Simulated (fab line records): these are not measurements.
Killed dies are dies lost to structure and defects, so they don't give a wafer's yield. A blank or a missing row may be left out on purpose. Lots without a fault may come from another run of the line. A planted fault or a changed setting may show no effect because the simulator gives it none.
Matching of chambers	flow sky130	SKY_VIA2_ETCH_14 on rie-diel-04: 4 sister chambers
The step etches BARC in N2/H2, stops on SiO2, time 45.9 s, target depth 60 nm. 4 wafers are shown with their chamber, then 7 later ones without.

WAFERS, EACH WITH ITS CHAMBER
wafer	chamber	throttle-valve-pct (%)
L699.4	2	13.233
L704.6	0	13.235
L712.1	3	13.212
L712.4	1	13.210

WAFERS WITH NO CHAMBER GIVEN
wafer	throttle-valve-pct (%)
L712.6	13.212
L716.1	13.237
L716.2	13.222
L716.5	13.220
L717.1	13.222
L717.3	13.225
L717.4	13.225

THE CHAMBER EACH PASSED THROUGH
wafer	from the rows above	in truth
L712.6	can't be placed: 3 or 1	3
L716.1	can't be placed: 0 or 2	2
L716.2	can't be placed: 3 or 2 or 1 or 0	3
L716.5	can't be placed: 3 or 1 or 2 or 0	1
L717.1	can't be placed: 3 or 2 or 1 or 0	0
L717.3	can't be placed: 2 or 0 or 3 or 1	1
L717.4	can't be placed: 2 or 0 or 3 or 1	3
Placed correctly: 0 of 7. Cannot be placed on the basis of these rows: 7; the candidates contain the true chamber in 7. Placed wrongly: 0.
How it was worked out, from the rows above alone: a wafer's distance from a chamber is the root of the sum, over the readings, of the square of ((its reading less the chamber's mean) divided by the reading's scatter). If the next closest chamber is less than 2 further off than the closest, the wafer can't be placed; otherwise it belongs to the closest. For every chamber, the mean is computed from those of its wafers that are shown. The scatter: root of mean squared gap, hidden wafer to nearest shown wafer, with one shown wafer a chamber.
